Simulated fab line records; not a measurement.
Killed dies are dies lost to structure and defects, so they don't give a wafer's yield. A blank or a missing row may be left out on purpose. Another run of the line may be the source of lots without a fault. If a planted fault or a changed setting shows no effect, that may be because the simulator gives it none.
fab line records	flow sky130
record lots=24	wafers=72	last_day=50
route steps=708 shown SONOS_ONO@171 LOCAL_INTERCONNECT@389 METAL1@438 METAL2@498 VIA2@520
lots with no fault: from the same line, run without faults
start_h: the number of hours between the record's first day and the start of the first shown wafer of the lot	wait_h: hours since the lot's step before	" repeats the value in the row above	L1.1+2: a row that stands for several wafers	- no value present, or no start provided	* or withheld: withheld	< > ~ a bound
route shown NAME@n: a module of which the file shows steps, and the number in the route of the first	usual: the fault-free wafers' mean and standard deviation	same: alike in all rows	chamber/n: place in a boat	sites: the reading at each site	_std_site: the values' standard deviation	_edge_site: outer sites' mean less inner sites'	radius_mm: how far each site lies from the wafer's centre	mask NAME#n: copy n	behind: the most recent tool/chamber to have shaped the wafer	hold: the reason the lot was held/the length of the hold in hours/how it ended	device: names the non-switching transistor (n, p or np)	end of line: tests run on the same wafers once the route is complete	a step given without rows: its recipe and nothing more	killed: dies that structure and defects cost at the first sort, which is not the same as the wafer's yield	map: a wafer's dies, x killed, . not, _ none there
set.NAME: the run value of the setting; set.NAME@STEP: its run value at that earlier step	model.NAME: the simulator's own value behind a step, which no gauge read
steps of the route over a sample of lots; a table a step, a row a wafer
services: from which hour (start_h, from the record's first day; less than 0 if before it) a tool's chamber was out of use, for how many hours, and why
## steps
# step SKY_SONOS_ONO_THK_MEAS_03
# recipe reads=Si3N4_of_SONOS_ONO_CVD_02
# usual SONOS_ONO_CVD_02_THK=10.49/0.12
lot.wafer	tool	chamber	start_h	wait_h	SONOS_ONO_CVD_02_THK[nm]
L074.3	film_metro-02	-	271.04	0.0	10.42
L074.4	"	-	"	"	10.50
L074.6	"	-	"	"	10.46
L075.1	film_metro-04	-	276.27	0.0	10.50
L075.3	"	-	"	"	10.28
L075.5	"	-	"	"	10.60
L076.1	film_metro-02	-	276.27	0.0	10.60
L076.2	"	-	"	"	10.68
L076.3	"	-	"	"	10.60
L077.3	film_metro-04	-	280.53	0.0	10.58
L077.4	"	-	"	"	10.52
L077.5	"	-	"	"	10.74
L078.2	film_metro-04	-	286.59	0.0	10.37
L078.4	"	-	"	"	10.32
L078.6	"	-	"	"	10.20
L079.3	film_metro-02	-	297.63	0.0	10.68
L079.5	"	-	"	"	10.52
L079.6	"	-	"	"	10.64
L081.2	film_metro-01	-	311.50	0.0	10.60
L081.3	"	-	"	"	10.56
L081.6	"	-	"	"	10.52
L080.3	film_metro-02	-	311.51	0.0	10.46
L080.4	"	-	"	"	10.56
L080.6	"	-	"	"	10.52
L082.2	film_metro-02	-	313.29	0.0	10.39
L082.5	"	-	"	"	10.38
L082.6	"	-	"	"	10.50
L083.1	film_metro-04	-	322.17	0.0	10.41
L083.3	"	-	"	"	10.32
L083.4	"	-	"	"	10.32
L084.4	film_metro-01	-	331.84	0.0	10.49
L084.5	"	-	"	"	10.51
L084.6	"	-	"	"	10.58
L085.1	film_metro-02	-	342.14	0.0	10.62
L085.2	"	-	"	"	10.74
L085.3	"	-	"	"	10.61
L086.1	film_metro-01	-	346.18	0.0	10.47
L086.3	"	-	"	"	10.46
L086.5	"	-	"	"	10.48
L087.3	film_metro-04	-	351.35	0.0	10.42
L087.4	"	-	"	"	10.59
L087.6	"	-	"	"	10.47
L088.2	film_metro-04	-	358.42	0.0	10.28
L088.3	"	-	"	"	10.32
L088.5	"	-	"	"	10.41
L089.2	film_metro-04	-	364.72	0.0	10.35
L089.3	"	-	"	"	10.27
L089.4	"	-	"	"	10.39
L090.1	film_metro-04	-	375.81	0.0	10.67
L090.3	"	-	"	"	10.63
L090.5	"	-	"	"	10.65
L091.2	film_metro-02	-	380.81	0.0	10.43
L091.5	"	-	"	"	10.38
L091.6	"	-	"	"	10.47
L092.2	film_metro-02	-	396.82	0.0	10.41
L092.5	"	-	"	"	10.45
L092.6	"	-	"	"	10.49
L093.2	film_metro-04	-	396.82	0.0	10.58
L093.3	"	-	"	"	10.32
L093.6	"	-	"	"	10.29
L094.2	film_metro-02	-	412.86	0.0	10.49
L094.3	"	-	"	"	10.65
L094.4	"	-	"	"	10.60
L095.2	film_metro-02	-	421.54	0.0	10.46
L095.5	"	-	"	"	10.56
L095.6	"	-	"	"	10.51
L096.4	film_metro-02	-	426.36	0.0	10.53
L096.5	"	-	"	"	10.60
L096.6	"	-	"	"	10.56
L097.1	film_metro-02	-	436.16	0.0	10.50
L097.3	"	-	"	"	10.58
L097.6	"	-	"	"	10.38
# step SKY_LOCAL_INTERCONNECT_THK_MEAS_02
# recipe thk_meas_gauge=xrf	reads=TiN_of_LOCAL_INTERCONNECT_SPUTTER_00
# usual LOCAL_INTERCONNECT_TIN_THK=99.7/1.2
lot.wafer	tool	chamber	start_h	wait_h	LOCAL_INTERCONNECT_TIN_THK[nm]
L074.3	film_metro-04	-	694.23	0.1	97.9
L074.4	"	-	"	"	97.2
L074.6	"	-	"	"	97.5
L076.1	film_metro-03	-	701.82	0.1	99.9
L076.2	"	-	"	"	100.7
L076.3	"	-	"	"	101.0
L075.1	film_metro-03	-	704.66	0.1	99.3
L075.3	"	-	"	"	98.9
L075.5	"	-	"	"	99.1
L077.3	film_metro-03	-	708.53	0.1	98.9
L077.4	"	-	"	"	99.9
L077.5	"	-	"	"	100.1
L078.2	film_metro-02	-	713.01	0.1	99.2
L078.4	"	-	"	"	100.7
L078.6	"	-	"	"	99.4
L079.3	film_metro-02	-	718.52	0.1	100.4
L079.5	"	-	"	"	99.6
L079.6	"	-	"	"	100.4
L081.2	film_metro-04	-	735.91	0.1	100.5
L081.3	"	-	"	"	98.8
L081.6	"	-	"	"	99.9
L080.3	film_metro-03	-	739.40	0.1	98.7
L080.4	"	-	"	"	98.9
L080.6	"	-	"	"	98.9
L082.2	film_metro-04	-	740.41	0.1	97.1
L082.5	"	-	"	"	98.4
L082.6	"	-	"	"	98.8
L083.1	film_metro-02	-	751.55	0.1	100.0
L083.3	"	-	"	"	101.0
L083.4	"	-	"	"	100.8
L084.4	film_metro-02	-	761.16	0.1	100.9
L084.5	"	-	"	"	99.9
L084.6	"	-	"	"	99.3
L085.1	film_metro-03	-	769.73	0.1	99.1
L085.2	"	-	"	"	98.0
L085.3	"	-	"	"	98.1
L086.1	film_metro-02	-	771.59	0.1	99.9
L086.3	"	-	"	"	98.3
L086.5	"	-	"	"	99.5
L087.3	film_metro-03	-	779.80	0.1	99.8
L087.4	"	-	"	"	99.2
L087.6	"	-	"	"	98.8
L088.2	film_metro-02	-	786.72	0.1	100.9
L088.3	"	-	"	"	100.1
L088.5	"	-	"	"	99.2
L089.2	film_metro-03	-	791.42	0.1	97.7
L089.3	"	-	"	"	98.7
L089.4	"	-	"	"	99.1
L090.1	film_metro-02	-	802.26	0.1	98.6
L090.3	"	-	"	"	100.8
L090.5	"	-	"	"	99.6
L091.2	film_metro-02	-	804.76	0.1	101.2
L091.5	"	-	"	"	100.4
L091.6	"	-	"	"	99.5
L092.2	film_metro-02	-	821.39	0.1	99.8
L092.5	"	-	"	"	98.9
L092.6	"	-	"	"	99.7
L093.2	film_metro-02	-	822.72	0.1	100.9
L093.3	"	-	"	"	99.2
L093.6	"	-	"	"	101.6
L094.2	film_metro-02	-	834.42	0.1	100.2
L094.3	"	-	"	"	102.5
L094.4	"	-	"	"	101.3
L095.2	film_metro-03	-	840.34	0.1	100.7
L095.5	"	-	"	"	97.9
L095.6	"	-	"	"	100.4
L096.4	film_metro-03	-	843.61	0.1	97.9
L096.5	"	-	"	"	98.2
L096.6	"	-	"	"	98.2
L097.1	film_metro-04	-	849.70	0.1	100.5
L097.3	"	-	"	"	101.1
L097.6	"	-	"	"	101.1
# step SKY_METAL1_SPUTTER_04
# recipe material=TiN	target_thk_nm=70	power_w=6500	time_s=58.3	chamber_pressure_pa=0.4
# usual throttle_valve_pct=30.2/1
lot.wafer	tool	chamber	start_h	wait_h	throttle_valve_pct
L074.3	pvd_sputter-04	-	753.35	0.0	31.0
L074.4	"	-	"	"	29.4
L074.6	"	-	"	"	30.7
L076.1	pvd_sputter-04	-	760.23	0.0	29.3
L076.2	"	-	"	"	30.0
L076.3	"	-	"	"	30.8
L075.1	pvd_sputter-03	-	762.33	0.0	28.9
L075.3	"	-	"	"	28.7
L075.5	"	-	"	"	31.6
L077.3	pvd_sputter-04	-	767.10	0.0	29.4
L077.4	"	-	"	"	29.9
L077.5	"	-	"	"	29.3
L078.2	pvd_sputter-03	-	770.86	0.0	31.4
L078.4	"	-	"	"	31.6
L078.6	"	-	"	"	28.6
L079.3	pvd_sputter-02	-	776.66	0.0	29.8
L079.5	"	-	"	"	29.5
L079.6	"	-	"	"	31.1
L081.2	pvd_sputter-03	-	791.27	0.0	32.0
L081.3	"	-	"	"	29.0
L081.6	"	-	"	"	32.3
L080.3	pvd_sputter-04	-	795.70	0.0	30.6
L080.4	"	-	"	"	29.8
L080.6	"	-	"	"	29.3
L082.2	pvd_sputter-02	-	796.44	0.0	30.8
L082.5	"	-	"	"	30.2
L082.6	"	-	"	"	30.8
L083.1	pvd_sputter-03	-	808.46	0.0	29.0
L083.3	"	-	"	"	32.1
L083.4	"	-	"	"	29.0
L084.4	pvd_sputter-03	-	818.04	0.0	28.8
L084.5	"	-	"	"	28.8
L084.6	"	-	"	"	29.1
L085.1	pvd_sputter-03	-	826.33	0.0	29.1
L085.2	"	-	"	"	28.8
L085.3	"	-	"	"	32.1
L086.1	pvd_sputter-02	-	828.18	0.0	29.9
L086.3	"	-	"	"	31.2
L086.5	"	-	"	"	31.4
L087.3	pvd_sputter-04	-	835.18	0.0	30.6
L087.4	"	-	"	"	30.8
L087.6	"	-	"	"	29.4
L088.2	pvd_sputter-03	-	841.38	0.0	32.1
L088.3	"	-	"	"	31.5
L088.5	"	-	"	"	29.2
L089.2	pvd_sputter-04	-	847.73	0.0	30.6
L089.3	"	-	"	"	29.2
L089.4	"	-	"	"	29.5
L090.1	pvd_sputter-03	-	859.11	0.0	29.0
L090.3	"	-	"	"	28.7
L090.5	"	-	"	"	31.4
L091.2	pvd_sputter-04	-	860.71	0.0	30.6
L091.5	"	-	"	"	29.1
L091.6	"	-	"	"	29.9
L092.2	pvd_sputter-04	-	876.25	0.0	29.3
L092.5	"	-	"	"	30.9
L092.6	"	-	"	"	31.0
L093.2	pvd_sputter-04	-	877.23	0.0	29.3
L093.3	"	-	"	"	30.8
L093.6	"	-	"	"	29.8
L094.2	pvd_sputter-02	-	887.88	0.0	28.4
L094.3	"	-	"	"	30.9
L094.4	"	-	"	"	30.9
L095.2	pvd_sputter-02	-	894.61	0.0	31.5
L095.5	"	-	"	"	28.7
L095.6	"	-	"	"	30.1
L096.4	pvd_sputter-02	-	898.00	0.0	30.7
L096.5	"	-	"	"	31.2
L096.6	"	-	"	"	31.1
L097.1	pvd_sputter-04	-	903.26	0.0	30.5
L097.3	"	-	"	"	29.1
L097.6	"	-	"	"	31.0
# step SKY_METAL1_THK_MEAS_06
# recipe thk_meas_gauge=xrf	reads=AlCu_of_METAL1_SPUTTER_02
# usual METAL1_ALCU_THK=246/3.4
lot.wafer	tool	chamber	start_h	wait_h	METAL1_ALCU_THK[nm]
L074.3	film_metro-02	-	753.54	0.1	242
L074.4	"	-	"	"	242
L074.6	"	-	"	"	241
L076.1	film_metro-03	-	760.40	0.1	250
L076.2	"	-	"	"	251
L076.3	"	-	"	"	246
L075.1	film_metro-03	-	762.50	0.1	244
L075.3	"	-	"	"	243
L075.5	"	-	"	"	245
L077.3	film_metro-02	-	767.29	0.1	248
L077.4	"	-	"	"	249
L077.5	"	-	"	"	248
L078.2	film_metro-01	-	771.04	0.1	242
L078.4	"	-	"	"	244
L078.6	"	-	"	"	241
L079.3	film_metro-03	-	776.85	0.1	252
L079.5	"	-	"	"	252
L079.6	"	-	"	"	247
L081.2	film_metro-01	-	791.50	0.1	246
L081.3	"	-	"	"	243
L081.6	"	-	"	"	247
L080.3	film_metro-03	-	795.89	0.1	247
L080.4	"	-	"	"	249
L080.6	"	-	"	"	250
L082.2	film_metro-03	-	796.62	0.1	247
L082.5	"	-	"	"	249
L082.6	"	-	"	"	247
L083.1	film_metro-02	-	808.63	0.1	246
L083.3	"	-	"	"	252
L083.4	"	-	"	"	248
L084.4	film_metro-02	-	818.24	0.1	243
L084.5	"	-	"	"	242
L084.6	"	-	"	"	241
L085.1	film_metro-01	-	826.50	0.1	243
L085.2	"	-	"	"	246
L085.3	"	-	"	"	251
L086.1	film_metro-03	-	828.34	0.1	249
L086.3	"	-	"	"	252
L086.5	"	-	"	"	248
L087.3	film_metro-01	-	835.37	0.1	243
L087.4	"	-	"	"	243
L087.6	"	-	"	"	243
L088.2	film_metro-03	-	841.56	0.1	248
L088.3	"	-	"	"	242
L088.5	"	-	"	"	238
L089.2	film_metro-03	-	847.91	0.1	240
L089.3	"	-	"	"	240
L089.4	"	-	"	"	247
L090.1	film_metro-01	-	859.28	0.1	244
L090.3	"	-	"	"	247
L090.5	"	-	"	"	248
L091.2	film_metro-01	-	860.89	0.1	247
L091.5	"	-	"	"	244
L091.6	"	-	"	"	250
L092.2	film_metro-03	-	876.43	0.1	245
L092.5	"	-	"	"	244
L092.6	"	-	"	"	248
L093.2	film_metro-03	-	877.41	0.1	244
L093.3	"	-	"	"	240
L093.6	"	-	"	"	248
L094.2	film_metro-02	-	888.06	0.1	249
L094.3	"	-	"	"	254
L094.4	"	-	"	"	252
L095.2	film_metro-02	-	894.79	0.1	251
L095.5	"	-	"	"	245
L095.6	"	-	"	"	248
L096.4	film_metro-01	-	898.20	0.1	245
L096.5	"	-	"	"	250
L096.6	"	-	"	"	244
L097.1	film_metro-02	-	903.43	0.1	248
L097.3	"	-	"	"	246
L097.6	"	-	"	"	248
# step SKY_METAL2_CD_MEAS_15
# recipe target_cd_nm=140
# usual cd_nm=139.7/1.1
lot.wafer	tool	chamber	start_h	wait_h	cd_nm
L074.3	cd_sem-02	-	835.42	-	139.8
L074.4	"	-	"	"	139.2
L074.6	"	-	"	"	139.7
L076.1	cd_sem-02	-	843.19	-	139.1
L076.2	"	-	"	"	140.2
L076.3	"	-	"	"	139.4
L075.1	cd_sem-01	-	845.11	-	140.8
L075.3	"	-	"	"	139.9
L075.5	"	-	"	"	141.2
L077.3	cd_sem-01	-	848.70	-	140.0
L077.4	"	-	"	"	140.2
L077.5	"	-	"	"	139.4
L078.2	cd_sem-02	-	853.55	-	140.4
L078.4	"	-	"	"	139.4
L078.6	"	-	"	"	139.9
L079.3	cd_sem-02	-	859.43	-	139.1
L079.5	"	-	"	"	139.8
L079.6	"	-	"	"	140.3
L081.2	cd_sem-02	-	873.63	-	137.3
L081.3	"	-	"	"	136.8
L081.6	"	-	"	"	138.6
L080.3	cd_sem-01	-	878.43	-	139.4
L080.4	"	-	"	"	141.0
L080.6	"	-	"	"	141.3
L082.2	cd_sem-01	-	878.65	-	138.7
L082.5	"	-	"	"	137.2
L082.6	"	-	"	"	138.2
L083.1	cd_sem-01	-	889.09	-	139.6
L083.3	"	-	"	"	139.4
L083.4	"	-	"	"	139.1
L084.4	cd_sem-01	-	898.52	-	138.9
L084.5	"	-	"	"	138.8
L084.6	"	-	"	"	138.8
L085.1	cd_sem-02	-	907.38	-	139.4
L085.2	"	-	"	"	138.2
L085.3	"	-	"	"	138.9
L086.1	cd_sem-01	-	909.26	-	138.8
L086.3	"	-	"	"	139.7
L086.5	"	-	"	"	139.2
L087.3	cd_sem-01	-	914.37	-	140.7
L087.4	"	-	"	"	138.9
L087.6	"	-	"	"	141.7
L088.2	cd_sem-02	-	920.36	-	140.0
L088.3	"	-	"	"	140.4
L088.5	"	-	"	"	138.4
L089.2	cd_sem-01	-	926.13	-	139.4
L089.3	"	-	"	"	138.5
L089.4	"	-	"	"	139.0
L090.1	cd_sem-02	-	938.09	-	140.4
L090.3	"	-	"	"	139.5
L090.5	"	-	"	"	139.7
L091.2	cd_sem-02	-	938.90	-	139.9
L091.5	"	-	"	"	140.2
L091.6	"	-	"	"	140.4
L092.2	cd_sem-01	-	953.33	-	140.5
L092.5	"	-	"	"	139.3
L092.6	"	-	"	"	139.9
L093.2	cd_sem-01	-	954.62	-	139.3
L093.3	"	-	"	"	139.6
L093.6	"	-	"	"	140.7
L094.2	cd_sem-02	-	966.00	-	140.0
L094.3	"	-	"	"	141.6
L094.4	"	-	"	"	141.2
L095.2	cd_sem-01	-	972.82	-	140.0
L095.5	"	-	"	"	141.4
L095.6	"	-	"	"	141.0
L096.4	cd_sem-02	-	975.34	-	142.0
L096.5	"	-	"	"	142.7
L096.6	"	-	"	"	141.7
L097.1	cd_sem-02	-	981.06	-	140.3
L097.3	"	-	"	"	139.3
L097.6	"	-	"	"	138.3
# step SKY_VIA2_OVL_MEAS_13
# usual VIA2_OVL=-1/6.4
lot.wafer	tool	chamber	start_h	wait_h	VIA2_OVL[nm]
L074.3	overlay-01	-	863.09	0.1	1
L074.4	"	-	"	"	1
L074.6	"	-	"	"	1
L076.1	overlay-01	-	870.45	0.1	11
L076.2	"	-	"	"	11
L076.3	"	-	"	"	6
L075.1	overlay-01	-	872.65	0.1	-5
L075.3	"	-	"	"	-2
L075.5	"	-	"	"	-6
L077.3	overlay-01	-	876.09	0.1	10
L077.4	"	-	"	"	15
L077.5	"	-	"	"	13
L078.2	overlay-01	-	881.31	0.1	-2
L078.4	"	-	"	"	-9
L078.6	"	-	"	"	-4
L079.3	overlay-02	-	886.39	0.1	-4
L079.5	"	-	"	"	-10
L079.6	"	-	"	"	-11
L081.2	overlay-01	-	900.13	0.1	7
L081.3	"	-	"	"	-2
L081.6	"	-	"	"	3
L080.3	overlay-02	-	904.79	0.1	0
L080.4	"	-	"	"	2
L080.6	"	-	"	"	-2
L082.2	overlay-02	-	905.13	0.1	-1
L082.5	"	-	"	"	-2
L082.6	"	-	"	"	-6
L083.1	overlay-02	-	916.40	0.1	-2
L083.3	"	-	"	"	-2
L083.4	"	-	"	"	-8
L084.4	overlay-02	-	925.10	0.1	-1
L084.5	"	-	"	"	0
L084.6	"	-	"	"	2
L085.1	overlay-02	-	933.95	0.1	-6
L085.2	"	-	"	"	-8
L085.3	"	-	"	"	-6
L086.1	overlay-02	-	935.98	0.1	-18
L086.3	"	-	"	"	-9
L086.5	"	-	"	"	-11
L087.3	overlay-01	-	940.99	0.1	2
L087.4	"	-	"	"	4
L087.6	"	-	"	"	-3
L088.2	overlay-02	-	946.53	0.1	-1
L088.3	"	-	"	"	-5
L088.5	"	-	"	"	5
L089.2	overlay-02	-	953.24	0.1	-3
L089.3	"	-	"	"	-6
L089.4	"	-	"	"	3
L090.1	overlay-01	-	964.18	0.1	1
L090.3	"	-	"	"	5
L090.5	"	-	"	"	3
L091.2	overlay-02	-	965.18	0.1	0
L091.5	"	-	"	"	5
L091.6	"	-	"	"	3
L092.2	overlay-01	-	978.53	0.1	-8
L092.5	"	-	"	"	-9
L092.6	"	-	"	"	-7
L093.2	overlay-02	-	980.31	0.1	-3
L093.3	"	-	"	"	-1
L093.6	"	-	"	"	-3
L094.2	overlay-02	-	991.23	0.1	-2
L094.3	"	-	"	"	-5
L094.4	"	-	"	"	-5
L095.2	overlay-02	-	998.23	0.1	1
L095.5	"	-	"	"	-1
L095.6	"	-	"	"	4
L096.4	overlay-02	-	1000.40	0.1	3
L096.5	"	-	"	"	-2
L096.6	"	-	"	"	6
L097.1	overlay-02	-	1006.38	0.1	7
L097.3	"	-	"	"	9
L097.6	"	-	"	"	6
## services
tool	chamber	start_h	hours	kind
pvd_sputter-03	1	754.67	-	consumable_replace:kit
pvd_sputter-03	1	754.67	18.0	scheduled_down
pvd_sputter-03	1	754.67	18.0	vent_cycle
pvd_sputter-03	0	872.01	-	consumable_replace:kit
pvd_sputter-03	0	872.01	18.0	scheduled_down
pvd_sputter-03	0	872.01	18.0	vent_cycle
pvd_sputter-04	-	879.10	2.1	repair
pvd_sputter-04	3	883.22	-	consumable_replace:kit
pvd_sputter-04	3	883.22	18.0	scheduled_down
pvd_sputter-04	3	883.22	18.0	vent_cycle
## key
fault none
